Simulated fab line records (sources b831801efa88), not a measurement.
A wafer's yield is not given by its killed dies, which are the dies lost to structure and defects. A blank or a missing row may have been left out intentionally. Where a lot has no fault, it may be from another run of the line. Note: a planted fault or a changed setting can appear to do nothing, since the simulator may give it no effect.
Chamber matching | flow sky130 | SKY_POLY_GATE_ETCH_17 on rieSi-02: 4 sister chambers
The step etches poly-Si in HBr/Cl2, stops on SiO2, target depth 180 nm, time 70.5 s. 4 wafers are shown with their chamber, then 7 later ones without.

EACH WAFER AND ITS CHAMBER
wafer  | chamber | oesProductAu (a.u.)
L988.4 | 2       | 0.993
L989.3 | 1       | 0.987
L999.1 | 0       | 0.984
L999.2 | 3       | 0.994

WAFERS MISSING THEIR CHAMBER
wafer  | oesProductAu (a.u.)
L999.3 | 0.991
L100.1 | 0.991
L100.2 | 0.976
L100.5 | 0.986
L105.4 | 0.988
L105.5 | 0.986
L105.6 | 0.987

EACH ONE'S CHAMBER
wafer  | from the rows above               | in truth
L999.3 | can't be placed: 2 or 3 or 1 or 0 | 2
L100.1 | can't be placed: 2 or 3 or 1 or 0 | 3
L100.2 | can't be placed: 0 or 1           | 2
L100.5 | can't be placed: 1 or 0 or 2      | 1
L105.4 | can't be placed: 1 or 0 or 2 or 3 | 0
L105.5 | can't be placed: 1 or 0 or 2      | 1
L105.6 | can't be placed: 1 or 0 or 2      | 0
0 of 7 placed correctly. Cannot be placed on the basis of these rows: 7; the candidates contain the true chamber in 6. Placed wrongly: 0.
How it was worked out, from the rows above alone: a wafer's distance from a chamber is the root of the sum, over the readings, of the square of ((its reading less the chamber's mean) divided by the reading's scatter). If the next closest chamber is less than 2 further off than the closest, the wafer can't be placed; otherwise it belongs to the closest. Each chamber's mean is taken over the wafers shown for it. The scatter: root of mean squared gap, hidden wafer to nearest shown wafer, with one shown wafer a chamber.
